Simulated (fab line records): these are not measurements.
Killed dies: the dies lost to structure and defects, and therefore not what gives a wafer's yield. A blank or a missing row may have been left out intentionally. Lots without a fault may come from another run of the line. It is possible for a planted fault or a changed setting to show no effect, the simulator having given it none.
fab line records -- flow gf180mcu
record lots=24, wafers=72, last-day=34
route steps=602 shown V2@399 V3@432 M4@461
lots that met no fault: from a run of the same line without faults
start-h: hours from the record's opening day to when the first of the lot's shown wafers began -- wait-h: hours since the lot's step before -- " identical to the entry in the row above -- L1.1+2: a row that stands for several wafers -- - no value, or no start was given -- * or withheld: withheld -- < > ~ a bound
route shown NAME@n: a module of which the file shows steps, and the number in the route of the first -- usual: mean/standard deviation taken from wafers without a fault -- same: alike in all rows -- chamber/n: place in a boat -- sites: per-site readings -- _std_site: how widely they spread, as a standard deviation -- _edge_site: outer sites' mean less inner sites' -- radius-mm: for every site, how far away it sits from the centre of the wafer -- mask NAME#n: copy n -- behind: the most recent tool/chamber to have shaped the wafer -- hold: reason for holding the lot/hours on hold/outcome of the hold -- device: names the non-switching transistor (n, p or np) -- end of line: tests run on the same wafers once the route is complete -- for a step that has no rows: nothing shown but its recipe -- killed: the dies lost at the first sort to structure and to defects; this is not the yield of the wafer -- map: a wafer's dies, marking killed ones x, the rest . and places with no die _
set.NAME: the setting that was run; set.NAME@STEP: the one run at that earlier step -- model.NAME: the simulator's own value behind a step, which no gauge read
a sample of lots followed through the steps of the route, with each step as a table and each wafer as a row
services: from which hour (start-h, from the record's first day; less than 0 if before it) a tool's chamber was out of use, for how many hours, and why
## steps
# step GF_V2_ETCH_17
# recipe chemistry=C4F8/O2/Ar, mask-material=KrF, target=SiO2, stop-on=TiN, source-w=1500, bias-w=1200, pressure-mtorr=40, c4f8-flow-sccm=withheld, O2_flow_sccm=6, Ar_flow_sccm=300, time-s=withheld, target-depth-a=6300
# usual oes-product-au=0.857/0.0048
lot.wafer,tool,chamber,start-h,wait-h,oes-product-au
L074.2,rie-diel-03,0,-,-,0.853
L074.4,rie-diel-03,2,-,-,0.868
L074.5,rie-diel-03,3,-,-,0.862
L075.1,rie-diel-03,1,-,-,0.854
L075.2,rie-diel-03,3,-,-,0.852
L075.5,rie-diel-03,0,-,-,0.846
L076.2,rie-diel-04,0,-,-,0.864
L076.5,rie-diel-04,0,-,-,0.863
L076.6,rie-diel-04,3,-,-,0.849
L077.2,rie-diel-04,3,-,-,0.856
L077.3,rie-diel-04,2,-,-,0.861
L077.5,rie-diel-04,2,-,-,0.853
L078.1,rie-diel-02,2,-,-,0.850
L078.5,rie-diel-02,3,-,-,0.861
L078.6,rie-diel-02,2,-,-,0.854
L079.3,rie-diel-04,0,-,-,0.852
L079.4,rie-diel-04,3,-,-,0.858
L079.6,rie-diel-04,0,-,-,0.853
L080.1,rie-diel-02,0,-,-,0.851
L080.2,rie-diel-02,2,-,-,0.850
L080.5,rie-diel-02,2,-,-,0.865
L081.1,rie-diel-03,1,-,-,0.858
L081.2,rie-diel-03,0,-,-,0.862
L081.3,rie-diel-03,2,-,-,0.862
L082.4,rie-diel-02,3,-,-,0.853
L082.5,rie-diel-02,2,-,-,0.865
L082.6,rie-diel-02,1,-,-,0.864
L083.4,rie-diel-03,2,-,-,0.857
L083.5,rie-diel-03,3,-,-,0.852
L083.6,rie-diel-03,2,-,-,0.851
L084.4,rie-diel-02,1,-,-,0.853
L084.5,rie-diel-02,2,-,-,0.860
L084.6,rie-diel-02,3,-,-,0.858
L085.3,rie-diel-04,0,-,-,0.848
L085.4,rie-diel-04,1,-,-,0.859
L085.5,rie-diel-04,1,-,-,0.852
L086.1,rie-diel-02,0,-,-,0.866
L086.4,rie-diel-02,2,-,-,0.856
L086.5,rie-diel-02,0,-,-,0.858
L087.1,rie-diel-04,1,-,-,0.860
L087.2,rie-diel-04,0,-,-,0.857
L087.3,rie-diel-04,3,-,-,0.863
L088.2,rie-diel-04,3,-,-,0.861
L088.3,rie-diel-04,1,-,-,0.858
L088.6,rie-diel-04,2,-,-,0.864
L089.1,rie-diel-03,1,-,-,0.855
L089.4,rie-diel-03,1,-,-,0.857
L089.5,rie-diel-03,0,-,-,0.862
L090.1,rie-diel-04,3,-,-,0.858
L090.5,rie-diel-04,3,-,-,0.861
L090.6,rie-diel-04,2,-,-,0.852
L091.2,rie-diel-02,2,-,-,0.861
L091.3,rie-diel-02,3,-,-,0.862
L091.4,rie-diel-02,0,-,-,0.861
L092.1,rie-diel-03,3,-,-,0.857
L092.2,rie-diel-03,0,-,-,0.857
L092.6,rie-diel-03,0,-,-,0.860
L093.4,rie-diel-02,2,-,-,0.857
L093.5,rie-diel-02,0,-,-,0.856
L093.6,rie-diel-02,3,-,-,0.855
L094.1,rie-diel-04,0,-,-,0.850
L094.3,rie-diel-04,3,-,-,0.856
L094.6,rie-diel-04,1,-,-,0.866
L095.2,rie-diel-04,2,-,-,0.861
L095.3,rie-diel-04,0,-,-,0.859
L095.5,rie-diel-04,0,-,-,0.860
L096.2,rie-diel-02,3,-,-,0.854
L096.3,rie-diel-02,2,-,-,0.855
L096.6,rie-diel-02,2,-,-,0.856
L097.2,rie-diel-03,2,-,-,0.860
L097.3,rie-diel-03,1,-,-,0.849
L097.6,rie-diel-03,2,-,-,0.848
# step GF_V3_THK_MEAS_03
# recipe reads=SiO2_of_V3_CVD_02
# usual V3_CVD_02_THK=850/11
lot.wafer,tool,chamber,start-h,wait-h,V3_CVD_02_THK[nm]
L074.2,film-metro-02,-,494.01,0.1,854
L074.4,film-metro-02,-,494.01,0.1,849
L074.5,film-metro-02,-,494.01,0.1,853
L075.1,film-metro-02,-,511.05,0.0,847
L075.2,film-metro-02,-,511.05,0.0,857
L075.5,film-metro-02,-,511.05,0.0,859
L076.2,film-metro-01,-,516.56,0.0,830
L076.5,film-metro-01,-,516.56,0.0,856
L076.6,film-metro-01,-,516.56,0.0,858
L077.2,film-metro-02,-,526.79,0.0,846
L077.3,film-metro-02,-,526.79,0.0,833
L077.5,film-metro-02,-,526.79,0.0,862
L078.1,film-metro-04,-,533.46,0.0,855
L078.5,film-metro-04,-,533.46,0.0,860
L078.6,film-metro-04,-,533.46,0.0,875
L079.3,film-metro-04,-,547.28,0.1,858
L079.4,film-metro-04,-,547.28,0.1,871
L079.6,film-metro-04,-,547.28,0.1,862
L080.1,film-metro-04,-,550.04,0.0,850
L080.2,film-metro-04,-,550.04,0.0,841
L080.5,film-metro-04,-,550.04,0.0,868
L081.1,film-metro-01,-,570.68,0.0,835
L081.2,film-metro-01,-,570.68,0.0,839
L081.3,film-metro-01,-,570.68,0.0,826
L082.4,film-metro-01,-,576.43,0.0,863
L082.5,film-metro-01,-,576.43,0.0,859
L082.6,film-metro-01,-,576.43,0.0,860
L083.4,film-metro-01,-,578.81,0.0,861
L083.5,film-metro-01,-,578.81,0.0,837
L083.6,film-metro-01,-,578.81,0.0,850
L084.4,film-metro-04,-,588.83,0.0,852
L084.5,film-metro-04,-,588.83,0.0,848
L084.6,film-metro-04,-,588.83,0.0,850
L085.3,film-metro-04,-,590.40,0.1,843
L085.4,film-metro-04,-,590.40,0.1,861
L085.5,film-metro-04,-,590.40,0.1,858
L086.1,film-metro-04,-,602.65,0.0,848
L086.4,film-metro-04,-,602.65,0.0,863
L086.5,film-metro-04,-,602.65,0.0,866
L087.1,film-metro-01,-,612.00,0.0,834
L087.2,film-metro-01,-,612.00,0.0,844
L087.3,film-metro-01,-,612.00,0.0,831
L088.2,film-metro-04,-,619.21,0.0,858
L088.3,film-metro-04,-,619.21,0.0,851
L088.6,film-metro-04,-,619.21,0.0,857
L089.1,film-metro-02,-,623.54,0.0,853
L089.4,film-metro-02,-,623.54,0.0,869
L089.5,film-metro-02,-,623.54,0.0,856
L090.1,film-metro-04,-,631.95,0.0,842
L090.5,film-metro-04,-,631.95,0.0,857
L090.6,film-metro-04,-,631.95,0.0,851
L091.2,film-metro-01,-,637.15,0.0,826
L091.3,film-metro-01,-,637.15,0.0,836
L091.4,film-metro-01,-,637.15,0.0,836
L092.1,film-metro-04,-,647.84,0.0,846
L092.2,film-metro-04,-,647.84,0.0,865
L092.6,film-metro-04,-,647.84,0.0,860
L093.4,film-metro-01,-,651.89,0.0,862
L093.5,film-metro-01,-,651.89,0.0,834
L093.6,film-metro-01,-,651.89,0.0,851
L094.1,film-metro-01,-,657.84,0.0,839
L094.3,film-metro-01,-,657.84,0.0,838
L094.6,film-metro-01,-,657.84,0.0,842
L095.2,film-metro-04,-,668.32,0.0,839
L095.3,film-metro-04,-,668.32,0.0,848
L095.5,film-metro-04,-,668.32,0.0,853
L096.2,film-metro-04,-,670.87,0.0,841
L096.3,film-metro-04,-,670.87,0.0,838
L096.6,film-metro-04,-,670.87,0.0,854
L097.2,film-metro-04,-,675.71,0.0,846
L097.3,film-metro-04,-,675.71,0.0,845
L097.6,film-metro-04,-,675.71,0.0,846
# step GF_V3_BOW_MEAS_05
# recipe mode=bow
# usual V3_BOW=115/7.6
lot.wafer,tool,chamber,start-h,wait-h,V3_BOW[um]
L074.2,film-metro-01,-,494.38,0.3,114
L074.4,film-metro-01,-,494.38,0.3,118
L074.5,film-metro-01,-,494.38,0.3,118
L075.1,film-metro-01,-,511.41,0.2,125
L075.2,film-metro-01,-,511.41,0.2,110
L075.5,film-metro-01,-,511.41,0.2,115
L076.2,film-metro-02,-,516.93,0.2,122
L076.5,film-metro-02,-,516.93,0.2,116
L076.6,film-metro-02,-,516.93,0.2,104
L077.2,film-metro-04,-,527.16,0.1,117
L077.3,film-metro-04,-,527.16,0.1,113
L077.5,film-metro-04,-,527.16,0.1,113
L078.1,film-metro-02,-,533.82,0.2,112
L078.5,film-metro-02,-,533.82,0.2,108
L078.6,film-metro-02,-,533.82,0.2,127
L079.3,film-metro-01,-,547.66,0.2,119
L079.4,film-metro-01,-,547.66,0.2,125
L079.6,film-metro-01,-,547.66,0.2,119
L080.1,film-metro-01,-,550.40,0.1,119
L080.2,film-metro-01,-,550.40,0.1,126
L080.5,film-metro-01,-,550.40,0.1,128
L081.1,film-metro-02,-,571.04,0.1,112
L081.2,film-metro-02,-,571.04,0.1,124
L081.3,film-metro-02,-,571.04,0.1,107
L082.4,film-metro-04,-,576.82,0.3,116
L082.5,film-metro-04,-,576.82,0.3,117
L082.6,film-metro-04,-,576.82,0.3,113
L083.4,film-metro-02,-,579.20,0.2,111
L083.5,film-metro-02,-,579.20,0.2,113
L083.6,film-metro-02,-,579.20,0.2,116
L084.4,film-metro-02,-,589.23,0.2,106
L084.5,film-metro-02,-,589.23,0.2,110
L084.6,film-metro-02,-,589.23,0.2,118
L085.3,film-metro-04,-,590.78,0.1,124
L085.4,film-metro-04,-,590.78,0.1,127
L085.5,film-metro-04,-,590.78,0.1,126
L086.1,film-metro-02,-,603.01,0.1,117
L086.4,film-metro-02,-,603.01,0.1,117
L086.5,film-metro-02,-,603.01,0.1,111
L087.1,film-metro-02,-,612.37,0.2,125
L087.2,film-metro-02,-,612.37,0.2,118
L087.3,film-metro-02,-,612.37,0.2,121
L088.2,film-metro-04,-,619.58,0.2,113
L088.3,film-metro-04,-,619.58,0.2,101
L088.6,film-metro-04,-,619.58,0.2,113
L089.1,film-metro-04,-,623.90,0.2,123
L089.4,film-metro-04,-,623.90,0.2,133
L089.5,film-metro-04,-,623.90,0.2,118
L090.1,film-metro-04,-,632.31,0.1,112
L090.5,film-metro-04,-,632.31,0.1,114
L090.6,film-metro-04,-,632.31,0.1,119
L091.2,film-metro-02,-,637.52,0.2,112
L091.3,film-metro-02,-,637.52,0.2,111
L091.4,film-metro-02,-,637.52,0.2,110
L092.1,film-metro-04,-,648.20,0.1,116
L092.2,film-metro-04,-,648.20,0.1,103
L092.6,film-metro-04,-,648.20,0.1,117
L093.4,film-metro-02,-,652.28,0.3,111
L093.5,film-metro-02,-,652.28,0.3,109
L093.6,film-metro-02,-,652.28,0.3,121
L094.1,film-metro-01,-,658.20,0.1,111
L094.3,film-metro-01,-,658.20,0.1,94
L094.6,film-metro-01,-,658.20,0.1,108
L095.2,film-metro-01,-,668.69,0.2,119
L095.3,film-metro-01,-,668.69,0.2,122
L095.5,film-metro-01,-,668.69,0.2,114
L096.2,film-metro-04,-,671.24,0.2,115
L096.3,film-metro-04,-,671.24,0.2,129
L096.6,film-metro-04,-,671.24,0.2,117
L097.2,film-metro-01,-,676.08,0.2,114
L097.3,film-metro-01,-,676.08,0.2,114
L097.6,film-metro-01,-,676.08,0.2,120
# step GF_V3_CD_MEAS_14
# recipe target-cd-nm=260
# usual cd-nm=259.8/1.3
lot.wafer,tool,chamber,start-h,wait-h,cd-nm
L074.2,cd-sem-01,-,518.10,0.1,260.1
L074.4,cd-sem-01,-,518.10,0.1,259.3
L074.5,cd-sem-01,-,518.10,0.1,260.1
L075.1,cd-sem-01,-,534.83,0.1,261.0
L075.2,cd-sem-01,-,534.83,0.1,260.1
L075.5,cd-sem-01,-,534.83,0.1,259.9
L076.2,cd-sem-02,-,540.30,0.1,258.5
L076.5,cd-sem-02,-,540.30,0.1,256.7
L076.6,cd-sem-02,-,540.30,0.1,257.1
L077.2,cd-sem-01,-,550.05,0.1,260.4
L077.3,cd-sem-01,-,550.05,0.1,259.1
L077.5,cd-sem-01,-,550.05,0.1,259.8
L078.1,cd-sem-01,-,556.72,0.1,259.6
L078.5,cd-sem-01,-,556.72,0.1,259.5
L078.6,cd-sem-01,-,556.72,0.1,258.5
L079.3,cd-sem-01,-,569.77,0.1,259.6
L079.4,cd-sem-01,-,569.77,0.1,259.4
L079.6,cd-sem-01,-,569.77,0.1,258.8
L080.1,cd-sem-02,-,573.03,0.1,259.2
L080.2,cd-sem-02,-,573.03,0.1,260.4
L080.5,cd-sem-02,-,573.03,0.1,259.3
L081.1,cd-sem-02,-,592.38,0.1,260.4
L081.2,cd-sem-02,-,592.38,0.1,262.7
L081.3,cd-sem-02,-,592.38,0.1,261.7
L082.4,cd-sem-01,-,598.43,0.1,261.9
L082.5,cd-sem-01,-,598.43,0.1,260.4
L082.6,cd-sem-01,-,598.43,0.1,260.6
L083.4,cd-sem-01,-,599.83,0.1,258.9
L083.5,cd-sem-01,-,599.83,0.1,258.5
L083.6,cd-sem-01,-,599.83,0.1,258.6
L084.4,cd-sem-02,-,610.51,0.1,259.7
L084.5,cd-sem-02,-,610.51,0.1,259.4
L084.6,cd-sem-02,-,610.51,0.1,260.0
L085.3,cd-sem-02,-,612.62,0.1,258.6
L085.4,cd-sem-02,-,612.62,0.1,258.5
L085.5,cd-sem-02,-,612.62,0.1,257.7
L086.1,cd-sem-02,-,623.98,0.1,261.6
L086.4,cd-sem-02,-,623.98,0.1,261.8
L086.5,cd-sem-02,-,623.98,0.1,261.2
L087.1,cd-sem-02,-,633.53,0.2,260.4
L087.2,cd-sem-02,-,633.53,0.2,261.5
L087.3,cd-sem-02,-,633.53,0.2,261.2
L088.2,cd-sem-02,-,642.65,0.1,257.0
L088.3,cd-sem-02,-,642.65,0.1,258.0
L088.6,cd-sem-02,-,642.65,0.1,259.2
L089.1,cd-sem-02,-,644.23,0.1,261.3
L089.4,cd-sem-02,-,644.23,0.1,261.1
L089.5,cd-sem-02,-,644.23,0.1,262.2
L090.1,cd-sem-02,-,652.55,0.3,258.0
L090.5,cd-sem-02,-,652.55,0.3,257.4
L090.6,cd-sem-02,-,652.55,0.3,258.7
L091.2,cd-sem-02,-,657.45,0.1,259.8
L091.3,cd-sem-02,-,657.45,0.1,261.2
L091.4,cd-sem-02,-,657.45,0.1,259.0
L092.1,cd-sem-02,-,668.56,0.3,257.7
L092.2,cd-sem-02,-,668.56,0.3,258.5
L092.6,cd-sem-02,-,668.56,0.3,258.1
L093.4,cd-sem-02,-,671.64,0.2,260.9
L093.5,cd-sem-02,-,671.64,0.2,261.6
L093.6,cd-sem-02,-,671.64,0.2,262.0
L094.1,cd-sem-02,-,677.37,0.1,260.0
L094.3,cd-sem-02,-,677.37,0.1,259.0
L094.6,cd-sem-02,-,677.37,0.1,258.8
L095.2,cd-sem-01,-,687.74,0.1,261.1
L095.3,cd-sem-01,-,687.74,0.1,259.8
L095.5,cd-sem-01,-,687.74,0.1,259.8
L096.2,cd-sem-02,-,690.35,0.1,260.8
L096.3,cd-sem-02,-,690.35,0.1,260.3
L096.6,cd-sem-02,-,690.35,0.1,261.6
L097.2,cd-sem-01,-,695.19,0.1,260.0
L097.3,cd-sem-01,-,695.19,0.1,260.1
L097.6,cd-sem-01,-,695.19,0.1,259.1
# step GF_V3_OVL_MEAS_15
# usual V3_OVL=0/6.4
lot.wafer,tool,chamber,start-h,wait-h,V3_OVL[nm]
L074.2,overlay-02,-,518.20,0.1,-5
L074.4,overlay-02,-,518.20,0.1,-5
L074.5,overlay-02,-,518.20,0.1,-1
L075.1,overlay-01,-,534.95,0.1,4
L075.2,overlay-01,-,534.95,0.1,0
L075.5,overlay-01,-,534.95,0.1,0
L076.2,overlay-01,-,540.40,0.1,3
L076.5,overlay-01,-,540.40,0.1,1
L076.6,overlay-01,-,540.40,0.1,-1
L077.2,overlay-01,-,550.15,0.1,-8
L077.3,overlay-01,-,550.15,0.1,-1
L077.5,overlay-01,-,550.15,0.1,-5
L078.1,overlay-01,-,556.84,0.1,-5
L078.5,overlay-01,-,556.84,0.1,1
L078.6,overlay-01,-,556.84,0.1,1
L079.3,overlay-01,-,569.86,0.1,-3
L079.4,overlay-01,-,569.86,0.1,-2
L079.6,overlay-01,-,569.86,0.1,4
L080.1,overlay-02,-,573.15,0.1,-5
L080.2,overlay-02,-,573.15,0.1,1
L080.5,overlay-02,-,573.15,0.1,-3
L081.1,overlay-02,-,592.50,0.1,10
L081.2,overlay-02,-,592.50,0.1,1
L081.3,overlay-02,-,592.50,0.1,13
L082.4,overlay-02,-,598.51,0.1,-8
L082.5,overlay-02,-,598.51,0.1,-12
L082.6,overlay-02,-,598.51,0.1,-3
L083.4,overlay-02,-,599.91,0.1,1
L083.5,overlay-02,-,599.91,0.1,6
L083.6,overlay-02,-,599.91,0.1,0
L084.4,overlay-01,-,610.59,0.1,0
L084.5,overlay-01,-,610.59,0.1,-5
L084.6,overlay-01,-,610.59,0.1,2
L085.3,overlay-02,-,612.71,0.1,1
L085.4,overlay-02,-,612.71,0.1,-7
L085.5,overlay-02,-,612.71,0.1,5
L086.1,overlay-02,-,624.10,0.1,0
L086.4,overlay-02,-,624.10,0.1,-5
L086.5,overlay-02,-,624.10,0.1,-8
L087.1,overlay-01,-,633.65,0.1,0
L087.2,overlay-01,-,633.65,0.1,-3
L087.3,overlay-01,-,633.65,0.1,0
L088.2,overlay-02,-,642.75,0.1,3
L088.3,overlay-02,-,642.75,0.1,10
L088.6,overlay-02,-,642.75,0.1,-6
L089.1,overlay-02,-,644.35,0.1,-6
L089.4,overlay-02,-,644.35,0.1,-3
L089.5,overlay-02,-,644.35,0.1,-6
L090.1,overlay-01,-,652.67,0.1,2
L090.5,overlay-01,-,652.67,0.1,2
L090.6,overlay-01,-,652.67,0.1,6
L091.2,overlay-02,-,657.55,0.1,12
L091.3,overlay-02,-,657.55,0.1,15
L091.4,overlay-02,-,657.55,0.1,7
L092.1,overlay-02,-,668.68,0.1,-5
L092.2,overlay-02,-,668.68,0.1,-7
L092.6,overlay-02,-,668.68,0.1,-7
L093.4,overlay-02,-,671.72,0.1,10
L093.5,overlay-02,-,671.72,0.1,2
L093.6,overlay-02,-,671.72,0.1,8
L094.1,overlay-02,-,677.49,0.1,-10
L094.3,overlay-02,-,677.49,0.1,-10
L094.6,overlay-02,-,677.49,0.1,-3
L095.2,overlay-01,-,687.85,0.1,4
L095.3,overlay-01,-,687.85,0.1,1
L095.5,overlay-01,-,687.85,0.1,-3
L096.2,overlay-02,-,690.45,0.1,-12
L096.3,overlay-02,-,690.45,0.1,-7
L096.6,overlay-02,-,690.45,0.1,-10
L097.2,overlay-01,-,695.30,0.1,11
L097.3,overlay-01,-,695.30,0.1,13
L097.6,overlay-01,-,695.30,0.1,9
# step GF_M4_RS_MEAS_05
# recipe thk-meas-gauge=four-point-probe, reads=TiN_of_M4_SPUTTER_04+Ti_of_M4_SPUTTER_03+AlCu_of_M4_SPUTTER_02+TiN_of_M4_SPUTTER_01+Ti_of_M4_SPUTTER_00
# usual M4_ALCU_RS=0.0693/0.00074
lot.wafer,tool,chamber,start-h,wait-h,M4_ALCU_RS[ohm/sq]
L074.2,film-metro-01,-,519.86,0.0,0.0690
L074.4,film-metro-01,-,519.86,0.0,0.0687
L074.5,film-metro-01,-,519.86,0.0,0.0701
L075.1,film-metro-01,-,536.56,0.0,0.0684
L075.2,film-metro-01,-,536.56,0.0,0.0698
L075.5,film-metro-01,-,536.56,0.0,0.0689
L076.2,film-metro-03,-,542.07,0.0,0.0687
L076.5,film-metro-03,-,542.07,0.0,0.0698
L076.6,film-metro-03,-,542.07,0.0,0.0703
L077.2,film-metro-03,-,551.78,0.0,0.0689
L077.3,film-metro-03,-,551.78,0.0,0.0686
L077.5,film-metro-03,-,551.78,0.0,0.0684
L078.1,film-metro-02,-,558.46,0.0,0.0690
L078.5,film-metro-02,-,558.46,0.0,0.0686
L078.6,film-metro-02,-,558.46,0.0,0.0689
L079.3,film-metro-01,-,571.53,0.1,0.0691
L079.4,film-metro-01,-,571.53,0.1,0.0691
L079.6,film-metro-01,-,571.53,0.1,0.0688
L080.1,film-metro-03,-,575.34,0.0,0.0695
L080.2,film-metro-03,-,575.34,0.0,0.0689
L080.5,film-metro-03,-,575.34,0.0,0.0703
L081.1,film-metro-01,-,594.11,0.0,0.0685
L081.2,film-metro-01,-,594.11,0.0,0.0682
L081.3,film-metro-01,-,594.11,0.0,0.0682
L082.4,film-metro-02,-,600.23,0.1,0.0695
L082.5,film-metro-02,-,600.23,0.1,0.0689
L082.6,film-metro-02,-,600.23,0.1,0.0693
L083.4,film-metro-01,-,601.82,0.1,0.0685
L083.5,film-metro-01,-,601.82,0.1,0.0686
L083.6,film-metro-01,-,601.82,0.1,0.0686
L084.4,film-metro-02,-,612.25,0.1,0.0697
L084.5,film-metro-02,-,612.25,0.1,0.0691
L084.6,film-metro-02,-,612.25,0.1,0.0692
L085.3,film-metro-03,-,614.35,0.1,0.0687
L085.4,film-metro-03,-,614.35,0.1,0.0691
L085.5,film-metro-03,-,614.35,0.1,0.0692
L086.1,film-metro-02,-,625.75,0.0,0.0686
L086.4,film-metro-02,-,625.75,0.0,0.0681
L086.5,film-metro-02,-,625.75,0.0,0.0685
L087.1,film-metro-01,-,635.31,0.0,0.0690
L087.2,film-metro-01,-,635.31,0.0,0.0691
L087.3,film-metro-01,-,635.31,0.0,0.0694
L088.2,film-metro-02,-,644.78,0.0,0.0683
L088.3,film-metro-02,-,644.78,0.0,0.0694
L088.6,film-metro-02,-,644.78,0.0,0.0691
L089.1,film-metro-03,-,646.37,0.0,0.0680
L089.4,film-metro-03,-,646.37,0.0,0.0689
L089.5,film-metro-03,-,646.37,0.0,0.0685
L090.1,film-metro-02,-,654.28,0.0,0.0696
L090.5,film-metro-02,-,654.28,0.0,0.0697
L090.6,film-metro-02,-,654.28,0.0,0.0698
L091.2,film-metro-01,-,659.21,0.0,0.0709
L091.3,film-metro-01,-,659.21,0.0,0.0695
L091.4,film-metro-01,-,659.21,0.0,0.0700
L092.1,film-metro-01,-,671.49,0.0,0.0695
L092.2,film-metro-01,-,671.49,0.0,0.0703
L092.6,film-metro-01,-,671.49,0.0,0.0710
L093.4,film-metro-02,-,673.40,0.1,0.0691
L093.5,film-metro-02,-,673.40,0.1,0.0687
L093.6,film-metro-02,-,673.40,0.1,0.0694
L094.1,film-metro-02,-,679.13,0.0,0.0709
L094.3,film-metro-02,-,679.13,0.0,0.0692
L094.6,film-metro-02,-,679.13,0.0,0.0710
L095.2,film-metro-03,-,689.49,0.0,0.0693
L095.3,film-metro-03,-,689.49,0.0,0.0700
L095.5,film-metro-03,-,689.49,0.0,0.0688
L096.2,film-metro-02,-,692.08,0.0,0.0683
L096.3,film-metro-02,-,692.08,0.0,0.0689
L096.6,film-metro-02,-,692.08,0.0,0.0683
L097.2,film-metro-03,-,696.96,0.0,0.0706
L097.3,film-metro-03,-,696.96,0.0,0.0694
L097.6,film-metro-03,-,696.96,0.0,0.0697
## services
tool,chamber,start-h,hours,kind
rie-diel-02,0,446.17,6.5,repair
rie-diel-02,0,539.27,20.4,repair
rie-diel-04,1,560.17,3.2,repair
rie-diel-03,0,582.46,4.4,repair
rie-diel-03,2,583.00,45.4,repair
rie-diel-02,1,595.25,41.6,repair
rie-diel-02,0,595.28,5.0,repair
## key
fault none
